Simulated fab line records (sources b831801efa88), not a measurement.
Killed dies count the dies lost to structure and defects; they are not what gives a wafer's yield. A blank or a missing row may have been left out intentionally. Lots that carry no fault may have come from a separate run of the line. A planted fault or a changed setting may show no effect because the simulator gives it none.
Struck lot and sound lot, side by side | flow sfqLine | 14 out of 325 route steps
Sound: these wafers, L633.1, L633.2, L633.5. Struck: wafers L649.2, L649.3, L649.6. The cause is given at the end.
Order at every step that has rows: each side's tool, ch and its chambers, its first start. Under that, the readings that differ: sound wafers | struck wafers | difference of the means | sigmas: that difference in standard deviations of wafers without a fault.
alike: same words and numbers on both sides, and readings whose means sit less than 2 such deviations apart. not compared: any withheld reading, any reading some wafer has no value for, any bound like >300 that may hide the same value, and any number with overlapping values for which the record gives no deviation.
The two part at a step that has a row with sigmas, a row that says differs or no value, or rows on one side only. Numbers that don't overlap but have no deviation are shown without sigmas and don't part them. A reading that every wafer of one side lacks parts them only if that side has two wafers or more.

SFQ_INCOMING_BOW_MEAS_900:
  struck on filmMetro-03, day 5 14:01; sound on filmMetro-01, day 2 06:00
  alike: INCOMING_BOW
then, 1 step without rows for these wafers: SFQ_TRILAYER_INCOMING_OXIDATION_002 (target thk 500 nm, ox time 4939 s).
SFQ_TRILAYER_L0_DEP_SPUTTER_003: material MoNx KI, target thk 40 nm, time 100 s.
  struck on pvdSputter-06, day 5 16:44; sound on pvdSputter-04, day 2 08:29
reading              | sound          | struck         | difference | sigmas
throttleValvePct (%) | 28.6 29.3 28.9 | 29.6 32.9 32.8 | +2.8       | +2
  alike: chamberPressurePa
SFQ_L0_RS_MEAS_901: the measuring method here is four-point-probe.
  struck on filmMetro-04, day 5 16:49; sound on filmMetro-01, day 2 08:34
reading                | sound          | struck         | difference | sigmas
L0_MONX_KI_RS (ohm/sq) | 43.2 43.4 42.9 | 22.1 21.9 21.8 | -21.2      | -44
SFQ_L0_THK_MEAS_902: measures by xrf.
  struck on filmMetro-04, day 5 16:56; sound on filmMetro-01, day 2 08:41
reading             | sound          | struck         | difference | sigmas
L0_MONX_KI_THK (nm) | 40.0 40.5 40.7 | 78.1 78.9 78.9 | +38.2      | +76
then, 6 steps without rows for these wafers: SFQ_TRILAYER_L0_LITHO_COAT_010 (resist thk 62 nm); SFQ_TRILAYER_L0_LITHO_COAT_005 (resist thk 600 nm); SFQ_TRILAYER_L0_LITHO_SOFTBAKE_009; SFQ_TRILAYER_L0_LITHO_EXPOSE_006 (exposes mask L0, target cd 2000 nm); SFQ_TRILAYER_L0_LITHO_PEB_008 (peb time 60 s); SFQ_TRILAYER_L0_LITHO_DEVELOP_007 (time 60 s).
-- the record jumps here: 4 days lie between the struck wafers' starts before and after --
SFQ_TRILAYER_L0_BARC_OPEN_METAL_ETCH_010: etches BARC in O2, target depth 125 nm, time 41.7 s.
  sound on rieMetal-04 ch 0, day 5 22:00; struck on rieMetal-02 ch 0,1, day 9 08:40
  alike: drypumpMotorCurrentA, oesProductAu
  not compared: rfHoursCounterH
SFQ_TRILAYER_L0_ETCH_METAL_ETCH_008: etches MoNx KI in SF6/O2, stops on SiO2, target depth 50 nm, time 25 s.
  sound on rieMetal-04 ch 0, day 5 22:07; struck on rieMetal-02 ch 0,1, day 9 08:43
reading                      | sound             | struck            | difference | sigmas
oesProductAu (a.u.)          | 0.875 0.876 0.880 | 0.983 0.989 0.990 | +0.110     | +16
model.L0.featureDepthNm (nm) | 40.12 40.19 40.52 | 48.82 49.35 49.22 | +8.85      | 
model.etch.depthNm (nm)      | 40.12 40.19 40.52 | 48.82 49.35 49.22 | +8.85      | 
  alike: drypumpMotorCurrentA
  not compared: rfHoursCounterH
SFQ_TRILAYER_L0_STRIP_STRIP_009: strips in O2.
  sound on rieMetal-04 ch 0, day 5 22:13; struck on rieMetal-02 ch 0,1, day 9 08:46
  alike: drypumpMotorCurrentA, oesProductAu
  not compared: rfHoursCounterH

WHERE THEY PART
Earliest at SFQ_TRILAYER_L0_DEP_SPUTTER_003; latest, in this record, at SFQ_TRILAYER_L0_ETCH_METAL_ETCH_008. Later steps at which nothing parts them and some readings are alike: SFQ_TRILAYER_L0_STRIP_STRIP_009.

WHY: whatever the simulator had introduced
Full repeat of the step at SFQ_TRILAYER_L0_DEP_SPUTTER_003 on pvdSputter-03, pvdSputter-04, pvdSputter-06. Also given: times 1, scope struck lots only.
